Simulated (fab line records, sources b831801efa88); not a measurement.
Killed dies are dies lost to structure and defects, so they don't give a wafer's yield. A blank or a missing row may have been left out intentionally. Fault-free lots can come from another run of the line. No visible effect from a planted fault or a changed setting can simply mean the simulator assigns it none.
A struck lot beside a sound one    flow sky130    29 out of 708 route steps
Sound: wafers L396.1, L396.2, L396.5. Wafers struck: L409.1, L409.4, L409.5. Last of all comes the cause.
Each step with rows lists, per side, the tool, then ch with its chambers, then its first start. Under that, the readings that differ: sound wafers    struck wafers    difference of the means    sigmas: that difference in standard deviations of wafers without a fault.
alike: a reading whose means differ by less than 2 such deviations, as well as words and numbers matching on both sides. not compared: withheld readings; readings where some wafer has no value; bounds like >300 that might hide an equal value; numbers whose values overlap and for which the record gives no deviation.
The two part at a step that has a row with sigmas, a row that says differs or no value, or rows on one side only. Numbers that don't overlap but have no deviation are shown without sigmas and don't part them. Lack of a reading on every wafer of one side parts them only where that side has two or more wafers.

first, 2 steps without rows for these wafers: SKY_METAL3_PEB_11; SKY_METAL3_DEVELOP_12 (develop time 60 s).
SKY_METAL3_CD_MEAS_13: the cd target is 300 nm.
  sound: cd-sem-01 at day 38 07:45; struck: cd-sem-01 at day 42 08:32
  alike: cd-nm
SKY_METAL3_OVL_MEAS_14:
  sound: overlay-02 at day 38 07:52; struck: overlay-01 at day 42 08:39
  alike: METAL3_OVL
SKY_METAL3_DESCUM_15: chemistry O2, time 8 s.
  sound on rie-metal-04 ch 0,1, day 38 07:55; struck on rie-metal-03 ch 0,1, day 42 08:41
reading                      sound        struck       difference  sigmas
drypump-motor-current-A (A)  5.7 6.3 6.3  5.0 5.2 5.0  -1.0        -2
  alike: oes-product-au
  not compared: rf-hours-counter-h
then, 1 step without rows for these wafers: SKY_METAL3_ETCH_16 (etches BARC in N2/H2, stops on SiO2, time 88.2 s, target depth 60 nm).
SKY_METAL3_ETCH_17: etches SiO2 in C4F8/O2/Ar, stops on TiN, time 3.9 s, target depth 15 nm.
  sound on rie-diel-04 ch 0,1, day 38 08:02; struck on rie-diel-04 ch 1,3, day 42 08:49
  alike: oes-product-au
  not compared: rf-hours-counter-h
then, 1 step without rows for these wafers: SKY_METAL3_METAL_ETCH_18 (etches the open film in Cl2/BCl3, stops on SiO2, target depth 845 nm, time 183.1 s).
SKY_METAL3_STRIP_19: strips in O2/N2.
  sound on plasma-asher-03 ch 0,1, day 38 08:14; struck on plasma-asher-03 ch 0,1, day 42 09:01
  alike: drypump-motor-current-A, n2-flow-sccm, oes-product-au, strip-time-to-endpoint-s
  not compared: rf-hours-counter-h
then, 3 steps without rows for these wafers: SKY_METAL3_STRIP_20 (strips in post etch residue remover, time 1200 s); SKY_METAL3_CLEAN_21 (cleans in IPA, time 180 s); SKY_METAL3_CLEAN_22 (cleans in O3/DIW).
SKY_VIA3_HDPCVD_00: deposits SiO2, target thk 1635 nm, time 272.5 s.
  sound on hdpcvd-02 ch 0,1,2, day 38 08:53; struck on hdpcvd-01 ch 1,2, day 42 09:48
  no value came back on the struck wafers for pressure-mtorr (mTorr), run-length-s (s); on the sound wafers pressure-mtorr (mTorr) reads 5.984 5.987 5.999
SKY_VIA3_CMP_02: polishes SiO2.
  sound on cmp-02 ch 2,3, day 38 09:07; struck on cmp-01 ch 1,2,3, day 42 10:10
  alike: motor-current-A
SKY_VIA3_BOW_MEAS_03:
  sound: film-metro-04 at day 38 09:25; struck: film-metro-02 at day 42 10:25
  alike: VIA3_BOW
then, 8 steps without rows for these wafers: SKY_VIA3_DEHYDRATE_04 (time 60 s); SKY_VIA3_HMDS_05 (prime time 60 s); SKY_VIA3_COAT_06 (resist thk 60 nm); SKY_VIA3_COAT_07 (resist thk 450 nm); SKY_VIA3_SOFTBAKE_08 (time 90 s); SKY_VIA3_EXPOSE_09 (exposes mask VIM3, target cd 200 nm); SKY_VIA3_PEB_10; SKY_VIA3_DEVELOP_11 (develop time 60 s).
SKY_VIA3_CD_MEAS_12: the cd target is 200 nm.
  sound: cd-sem-01 at day 39 10:15; struck: cd-sem-02 at day 43 09:18
  alike: cd-nm
SKY_VIA3_OVL_MEAS_13:
  sound: overlay-01 at day 39 10:22; struck: overlay-02 at day 43 09:27
  alike: VIA3_OVL
SKY_VIA3_ETCH_14: etches BARC in N2/H2, stops on SiO2, time 45.9 s, target depth 60 nm.
  sound on rie-diel-04 ch 0,2, day 39 10:25; struck on rie-diel-04 ch 2,3, day 43 09:29
  alike: drypump-motor-current-A, n2-flow-sccm, oes-product-au, throttle-valve-pct
  not compared: rf-hours-counter-h
SKY_VIA3_ETCH_15: etches SiO2 in C4F8/O2/Ar, stops on TiN, target depth 507 nm, time 78 s.
  sound on rie-diel-04 ch 0,2, day 39 10:27; struck on rie-diel-04 ch 2,3, day 43 09:32
reading                   sound              struck             difference  sigmas
oes-product-au (a.u.)     0.946 0.936 0.948  0.374 0.374 0.373  -0.570      -99 or more
model.etch.depth-nm (nm)  463.7 463.2 463.2  0 0 0              -463        
  not compared: rf-hours-counter-h
then, 1 step without rows for these wafers: SKY_VIA3_STRIP_16 (strips in O2/N2).
-- the record jumps here: 6 days lie between the struck wafers' starts before and after (it left off in module VIA3 and takes up again in module PAD_OPEN, whose first step shown is number 708 of the route) --
SKY_PAD_OPEN_PROBE_99:
  sound: prober-02 at day 45 14:58; struck: prober-01 at day 48 21:46
reading                   sound           struck          difference  sigmas
defect-limited-yield (%)  84.3 81.3 79.5  0 0 0           -82         -43
killed_at_M0_to_M3        39 42 38        482 480 484     +442        +67
killed-at-contacts        26 34 27        6 4 3           -25         -4
killed-at-front-end       8 14 25         2 6 3           -12         -3
killed-at-other           2 0 3           0 1 0           -1          -2
killed-dies               77 92 101       492 492 492     +402        +42
killed-on-rim             17 25 32        96 96 96        +71         +19
killed-open               35 57 46        8 10 12         -36         -5
killed-short              41 35 53        6 12 4          -36         -6
sort_bin_3_pad_short (%)  0.4 0.8 2.0     20.1 23.2 21.5  +20.5       +44
sort_bin_5_function (%)   9.6 10.0 12.2   76.2 73.6 75.2  +64.4       +46
sort_bin_6_memory (%)     5.7 7.9 6.3     3.7 3.3 3.3     -3.2        -3
sort-n-pass               415 400 391     0 0 0           -402        -42
sort-yield-pct (%)        84.3 81.3 79.5  0 0 0           -82         -43
  alike: killed_at_M4_up

== WHERE THEY PART ==
Last at SKY_PAD_OPEN_PROBE_99 as far as this record goes, first at SKY_METAL3_DESCUM_15.

WHY: what the simulator had put in
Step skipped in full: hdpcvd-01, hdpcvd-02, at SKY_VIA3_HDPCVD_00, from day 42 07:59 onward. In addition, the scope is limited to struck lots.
